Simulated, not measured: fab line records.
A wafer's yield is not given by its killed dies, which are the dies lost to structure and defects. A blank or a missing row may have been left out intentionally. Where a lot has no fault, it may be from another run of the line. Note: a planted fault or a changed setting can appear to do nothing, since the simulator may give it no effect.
Matching of chambers -- flow sky130 -- SKY_FIELD_ISO_ETCH_17 on rieSi-01 has 4 sister chambers
The step etches Si in HBr/Cl2/O2, target depth 342 nm, time 97.7 s. 14 wafers are shown with their chamber, then 7 later ones without.

WAFERS, EACH WITH ITS CHAMBER
wafer,chamber,drypumpMotorCurrentA (A),oesProductAu (a.u.),mfcCl2Sccm (sccm)
L233.2,1,6.2,1.004,39.92
L233.4,3,5.9,0.988,40.06
L233.5,2,6.5,0.987,40.08
L235.1,1,6.2,0.999,39.80
L235.3,3,5.9,0.986,39.89
L235.5,2,6.6,0.991,39.94
L236.1,3,5.9,0.982,40.22
L236.2,0,6.2,1.002,39.90
L236.4,2,6.6,0.990,40.17
L237.2,2,6.5,0.991,39.99
L237.4,0,6.2,0.998,39.81
L237.6,3,5.9,0.988,40.04
L241.4,1,6.2,1.005,39.81
L241.5,0,6.3,0.998,39.94

SIGNATURES (means of the wafers above)
reading,chamber 0,chamber 1,chamber 2,chamber 3,scatter within a chamber
drypumpMotorCurrentA,6.233,6.200,6.550,5.900,0.0408
oesProductAu,0.99933,1.00267,0.98975,0.98600,0.00257
mfcCl2Sccm,39.8833,39.8433,40.0450,40.0525,0.102
Rule: a wafer's distance from a chamber is the root of the sum, over the readings, of the square of ((its reading less the chamber's mean) divided by the reading's scatter). The wafer belongs to the nearest chamber; if the next one is less than 2 further off, it can't be placed. How the scatter is found: for the shown wafers, subtract from each reading the mean of its chamber, square and add these, divide the total by (wafers less chambers), then take the root.

WAFERS WHOSE CHAMBER IS MISSING
wafer,drypumpMotorCurrentA (A),oesProductAu (a.u.),mfcCl2Sccm (sccm)
L241.6,5.9,0.990,39.89
L248.2,6.2,1.007,40.05
L248.4,6.2,1.004,40.12
L248.6,5.9,0.990,40.09
L249.2,6.3,0.992,40.20
L249.3,6.2,0.996,40.24
L249.6,6.2,1.002,40.14

EACH ONE'S CHAMBER
wafer,from the rows above,in truth
L241.6,3,3
L248.2,can't be placed: 1 or 0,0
L248.4,can't be placed: 1 or 0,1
L248.6,3,3
L249.2,can't be placed: 0 or 1 or 2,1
L249.3,can't be placed: 0 or 1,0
L249.6,can't be placed: 0 or 1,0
2 of 7 placed correctly. Unplaceable from these rows: 5, with the true chamber sitting among the candidates in 5. 0 placed wrongly.
